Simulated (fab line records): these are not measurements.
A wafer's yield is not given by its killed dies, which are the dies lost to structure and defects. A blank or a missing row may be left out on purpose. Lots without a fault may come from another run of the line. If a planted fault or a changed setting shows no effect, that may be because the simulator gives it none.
Which tool is to blame?	flow sky130	route of 708 steps, sampled at 1 step: 14 lots, 42 wafers

## WHAT THE GAUGES READ, wafer by wafer
SKY_CAPM_OVL_MEAS_12. Usual: CAPM_OVL -0.8 nm, standard deviation 1.5.
lot	measured	on	CAPM_OVL (nm)	flag
L241	day 37 02:01	overlay-02	-0.5 -0.9 1.2	
L242	day 37 11:28	overlay-02	0.7 1.6 0.2	
L244	day 38 01:01	overlay-01	2.2 0.3 1.0	
L246	day 40 02:24	overlay-02	-1.2 1.3 1.1	
L247	day 40 02:42	overlay-01	-0.4 -2.2 -0.7	
L248	day 40 03:21	overlay-01	-3.3 -0.3 -0.5	
L249	day 40 05:09	overlay-02	1.0 0.8 -1.0	
L253	day 40 23:54	overlay-01	-3.3 -1.6 -0.7	
L252	day 41 06:28	overlay-02	0.9 2.7 0.9	
L254	day 41 06:58	overlay-01	-1.4 -0.8 0.8	
L259	day 43 07:58	overlay-01	2.3 0.6 -2.3	
L260	day 43 15:19	overlay-01	-2.6 -1.5 -2.7	
L261	day 43 19:22	overlay-01	-0.5 -3.1 -1.9	
L262	day 44 06:43	overlay-01	-1.5 -1.9 -1.7	

## TOOL THAT RAN EACH LOT (tool first, then ch and the chambers of the sampled wafers, then the start)
The record shows no process step preceding these readings.

## AS READ BY THE TOOLS THEMSELVES (means over the sampled wafers that have a number; for cases with no such wafer, the mark the record gives instead)
The record holds no such reading with a usual standard deviation.

## THE ANSWER, worked out from the rows above alone
Rule: a lot counts as off when the mean over its wafers that have a number is more than 3 standard deviations away from the usual mean. A lot without any number at a reading at which 4 lots or more have one is off too. Where the step has rows for the other lots, those lots are counted as sound. Order of review: gauges by route order, followed by the tools' own readings, for which a lot's mean as printed above is used. The first step at which some lot is off is used, and at that step the reading that is off furthest; a lot without a number counts as furthest.
No lot is off at any reading shown: from this, nothing can be told.

## WHAT THE SIMULATOR HAD PUT IN
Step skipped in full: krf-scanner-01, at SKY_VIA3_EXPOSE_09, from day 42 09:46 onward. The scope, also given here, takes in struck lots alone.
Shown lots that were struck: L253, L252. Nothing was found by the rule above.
